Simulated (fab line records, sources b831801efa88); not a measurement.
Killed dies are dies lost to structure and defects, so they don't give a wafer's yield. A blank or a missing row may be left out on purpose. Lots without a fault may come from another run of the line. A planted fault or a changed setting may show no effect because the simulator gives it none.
One fault seen from 2 desks | flow sky130 | each desk has only its own numbers; what lay behind them comes last

THE TOOL OWNER'S DESK: cvd_w-01
The tool's own readings at SKY_VIA3_CVD_21 (deposits W, target thk 390 nm, time 117.31 s): means of the sampled wafers that have a number, for each lot that ran on this tool. A lot is out of limits, marked OUT, if its mean lies more than 4 standard deviations from the usual mean; the brackets give that distance.
Columns: A = heater_power_w at SKY_VIA3_CVD_21, usual 859 W; B = susceptor_temp_C at SKY_VIA3_CVD_21, usual 400.00 C
lot  | first seen here | A   | B
L258 | day 42 14:21    | 780 | 400.32
L257 | day 42 15:02    | 754 | 399.87
L261 | day 43 12:38    | 767 | 400.13
L264 | day 44 11:59    | 769 | 400.03
L265 | day 44 18:27    | 769 | 399.96
L266 | day 44 23:26    | 782 | 400.34
This desk's finding: nothing out of limits on any of the 6 lots.

THE METROLOGY DESK
What the gauges read, lot by lot, whatever tool the lot ran on: means of the sampled wafers that have a number. A lot is out of limits, marked OUT, if its mean lies more than 4 standard deviations from the usual mean; the brackets give that distance.
Columns: A = VIA3_W_RS at SKY_VIA3_RS_MEAS_22, usual 0.296 ohm/sq; B = VIA3_W_THK at SKY_VIA3_THK_MEAS_23, usual 380 nm
lot  | first seen here | A     | B
L251 | day 40 17:28    | 0.298 | 376
L252 | day 41 06:13    | 0.298 | 377
L253 | day 41 19:37    | 0.300 | 375
L258 | day 42 14:30    | 0.292 | 387
L257 | day 42 15:09    | 0.297 | 379
L261 | day 43 12:46    | 0.295 | 379
L264 | day 44 12:07    | 0.294 | 384
L265 | day 44 18:35    | 0.284 | 398
L266 | day 44 23:34    | 0.287 | 392
L273 | day 46 13:43    | 0.298 | 377
This desk's finding: nothing out of limits on any of the 10 lots.

PUT TOGETHER
The tool owner's desk saw nothing out of limits.
The metrology desk saw nothing out of limits.

WHAT THE SIMULATOR HAD PUT IN
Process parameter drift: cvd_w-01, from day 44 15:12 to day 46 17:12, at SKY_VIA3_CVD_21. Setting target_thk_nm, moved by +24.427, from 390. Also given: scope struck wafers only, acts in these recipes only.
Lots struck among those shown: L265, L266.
